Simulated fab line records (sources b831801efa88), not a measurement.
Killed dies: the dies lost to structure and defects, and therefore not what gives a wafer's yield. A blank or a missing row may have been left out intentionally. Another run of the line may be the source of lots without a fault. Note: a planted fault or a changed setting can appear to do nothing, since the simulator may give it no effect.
Matching of chambers ; flow sky130 ; 4 sister chambers for SKY_METAL3_ETCH_17 on rie-diel-01
The step etches SiO2 in C4F8/O2/Ar, stops on TiN, time 3.9 s, target depth 15 nm. 4 wafers are shown with their chamber, then 11 later ones without.

EACH WAFER AND ITS CHAMBER
wafer;chamber;rf-fwd-power-W (W)
L087.4;2;1457
L088.4;1;1464
L088.5;3;1482
L090.1;0;1473

WAFERS WITH NO CHAMBER GIVEN
wafer;rf-fwd-power-W (W)
L090.2;1461
L090.3;1479
L092.3;1475
L092.4;1466
L092.5;1473
L095.1;1475
L095.2;1466
L095.4;1472
L096.4;1467
L096.5;1459
L096.6;1470

WHICH CHAMBER EACH WENT THROUGH
wafer;from the rows above;in truth
L090.2;can't be placed: 1 or 2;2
L090.3;can't be placed: 3 or 0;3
L092.3;0;0
L092.4;1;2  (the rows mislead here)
L092.5;0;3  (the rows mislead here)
L095.1;0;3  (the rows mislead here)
L095.2;1;1
L095.4;0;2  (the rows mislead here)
L096.4;can't be placed: 1 or 0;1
L096.5;can't be placed: 2 or 1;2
L096.6;can't be placed: 0 or 1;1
Correctly placed: 2 of 11. These rows do not allow placing 5 (true chamber among the candidates in 5). Wrongly placed: 4.
How it was worked out, from the rows above alone: a wafer's distance from a chamber is the root of the sum, over the readings, of the square of ((its reading less the chamber's mean) divided by the reading's scatter). If the next closest chamber is less than 2 further off than the closest, the wafer can't be placed; otherwise it belongs to the closest. The mean given for a chamber averages the wafers shown for that chamber. The scatter (one wafer shown for each chamber): square how far every hidden wafer sits from the nearest shown wafer, average those squares and take the square root.
